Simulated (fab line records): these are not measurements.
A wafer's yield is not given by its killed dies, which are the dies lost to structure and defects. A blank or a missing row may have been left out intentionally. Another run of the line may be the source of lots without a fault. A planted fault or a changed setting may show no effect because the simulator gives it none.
Matching of chambers | flow sky130 | SKY_LI_CONTACT_CMP_24 on cmp-01 has 4 sister chambers
The step polishes, stops on PSG, t overpolish 20 s, target thk 0 nm. 4 wafers are shown with their chamber, then 6 later ones without.

== WAFERS WITH THEIR CHAMBER ==
wafer  | chamber | motor_current_A (A)
L375.5 | 3       | 9.3
L377.4 | 2       | 11.1
L380.3 | 0       | 8.0
L380.5 | 1       | 12.4

== WAFERS WHOSE CHAMBER IS MISSING ==
wafer  | motor_current_A (A)
L390.1 | 12.2
L390.3 | 11.6
L390.5 | 8.2
L392.1 | 11.7
L392.2 | 8.0
L392.6 | 7.9

== WHICH CHAMBER EACH WENT THROUGH ==
wafer  | from the rows above     | in truth
L390.1 | 1                       | 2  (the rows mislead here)
L390.3 | can't be placed: 2 or 1 | 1
L390.5 | 0                       | 0
L392.1 | can't be placed: 2 or 1 | 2
L392.2 | 0                       | 0
L392.6 | 0                       | 0
Correctly placed: 3 of 6. Unplaceable from these rows: 2, with the true chamber sitting among the candidates in 2. Number placed wrongly: 1.
How it was worked out, from the rows above alone: a wafer's distance from a chamber is the root of the sum, over the readings, of the square of ((its reading less the chamber's mean) divided by the reading's scatter). The wafer belongs to the nearest chamber; if the next one is less than 2 further off, it can't be placed. A chamber's mean is the mean of its shown wafers. The scatter: with one shown wafer a chamber, the root of the mean of the squares of how far each hidden wafer lies from its nearest shown one.
